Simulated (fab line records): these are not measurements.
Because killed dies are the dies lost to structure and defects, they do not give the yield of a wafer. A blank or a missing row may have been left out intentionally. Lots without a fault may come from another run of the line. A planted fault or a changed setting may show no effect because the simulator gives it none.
Struck lot and sound lot, side by side -- flow gf180mcu -- 15 steps out of a route of 602
Sound: wafers L415.3, L415.4, L415.5. The struck wafers were L405.2, L405.3, L405.5. The cause comes at the end.
Per side, at each step with rows, come the tool, then ch with its chambers, and then its first start. Under that, the readings that differ: sound wafers -- struck wafers -- difference of the means -- sigmas: that difference in standard deviations of wafers without a fault.
alike: readings whose means differ by less than 2 such deviations, and words and numbers that are the same on both sides. not compared: withheld readings, readings that some wafer has no value for, bounds like >300 that may hide the same value, and numbers for which the record gives no deviation and whose values overlap.
The two part at a step that has a row with sigmas, a row that says differs or no value, or rows on one side only. Non-overlapping numbers with no deviation appear without sigmas and do not part them. A reading that every wafer of one side lacks parts them only if that side has two wafers or more.

GF_V2_BOW_MEAS_05:
  struck on film metro-03, day 23 01:26; sound on film metro-01, day 26 02:22
  alike: V2_BOW
then, 8 steps without rows for these wafers: GF_V2_DEHYDRATE_06 (time 60 s); GF_V2_HMDS_07 (prime time 60 s); GF_V2_COAT_08; GF_V2_COAT_09 (resist thk 1000 nm); GF_V2_SOFTBAKE_10 (time 60 s); GF_V2_EXPOSE_11 (exposes mask Via2, target cd 260 nm); GF_V2_PEB_12 (peb time 90 s); GF_V2_DEVELOP_13 (develop time 60 s).
GF_V2_CD_MEAS_14: target cd 260 nm.
  struck on cd sem-02, day 24 00:07; sound on cd sem-02, day 26 23:14
  alike: cd nm
GF_V2_OVL_MEAS_15:
  struck on overlay-01, day 24 00:14; sound on overlay-02, day 26 23:20
  alike: V2_OVL
GF_V2_ETCH_16: etches BARC in N2/H2.
  sound on rie diel-04 ch 1,3, day 26 23:21; struck on rie diel-02 ch 0,1,3, day 24 00:16
  alike: bias w, chamber pressure mTorr, drypump motor current A, oes product au, throttle valve pct
GF_V2_ETCH_17: etches SiO2 in C4F8/O2/Ar, stops on TiN, target depth 630 nm.
  sound on rie diel-04 ch 1,3, day 26 23:00; struck on rie diel-02 ch 0,1,3, day 24 00:00
  no value came back on the struck wafers for bias w (W), chamber pressure mTorr (mTorr), oes product au (a.u.); on the sound wafers bias w (W) reads 1196 1192 1202
GF_V2_STRIP_18: strips in O2/N2.
  sound on plasma asher-01 ch 0,1, day 26 23:31; struck on plasma asher-04 ch 0,1, day 24 00:23
reading,sound,struck,difference,sigmas
oes product au (a.u.),0.588 0.596 0.584,0.663 0.659 0.653,+0.069,+14
  alike: chamber pressure mTorr, drypump motor current A, heater power w
  not compared: rf hours counter h
then, 1 step without rows for these wafers: GF_V2_STRIP_19 (strips in post etch residue remover, time 1200 s).

== WHERE THEY PART ==
At GF_V2_ETCH_17 first; at GF_V2_STRIP_18 last (within this record only).

WHY: the cause the simulator had injected
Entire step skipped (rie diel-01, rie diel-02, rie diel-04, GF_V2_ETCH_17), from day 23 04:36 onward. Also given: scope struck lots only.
